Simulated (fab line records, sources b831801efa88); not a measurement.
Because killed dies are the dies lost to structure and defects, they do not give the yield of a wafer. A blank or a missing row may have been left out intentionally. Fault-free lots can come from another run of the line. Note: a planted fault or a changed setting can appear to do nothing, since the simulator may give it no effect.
Chamber matching | flow gf180mcu | GF_V2_CVD_02 on pecvd-04 has 3 sister chambers
The step deposits SiO2 from TEOS, target thk 850 nm, time 94.851 s. 3 wafers are shown with their chamber, then 7 later ones without.

WAFERS, EACH WITH ITS CHAMBER
wafer  | chamber | heater-power-w (W)
L542.5 | 2       | 679
L543.1 | 0       | 723
L543.4 | 1       | 777

WAFERS WITH NO CHAMBER GIVEN
wafer  | heater-power-w (W)
L543.5 | 577
L544.2 | 730
L544.4 | 692
L544.5 | 570
L547.3 | 781
L547.5 | 710
L547.6 | 817

THE CHAMBER EACH PASSED THROUGH
wafer  | from the rows above          | in truth
L543.5 | can't be placed: 2 or 0 or 1 | 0
L544.2 | can't be placed: 0 or 1 or 2 | 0
L544.4 | can't be placed: 2 or 0 or 1 | 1
L544.5 | can't be placed: 2 or 0 or 1 | 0
L547.3 | can't be placed: 1 or 0 or 2 | 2
L547.5 | can't be placed: 0 or 2 or 1 | 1
L547.6 | can't be placed: 1 or 0 or 2 | 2
0 of 7 placed correctly. Cannot be placed on the basis of these rows: 7; the candidates contain the true chamber in 7. Number placed wrongly: 0.
How it was worked out, from the rows above alone: a wafer's distance from a chamber is the root of the sum, over the readings, of the square of ((its reading less the chamber's mean) divided by the reading's scatter). The wafer belongs to the nearest chamber; if the next one is less than 2 further off, it can't be placed. The mean given for a chamber averages the wafers shown for that chamber. The scatter: root of mean squared gap, hidden wafer to nearest shown wafer, with one shown wafer a chamber.
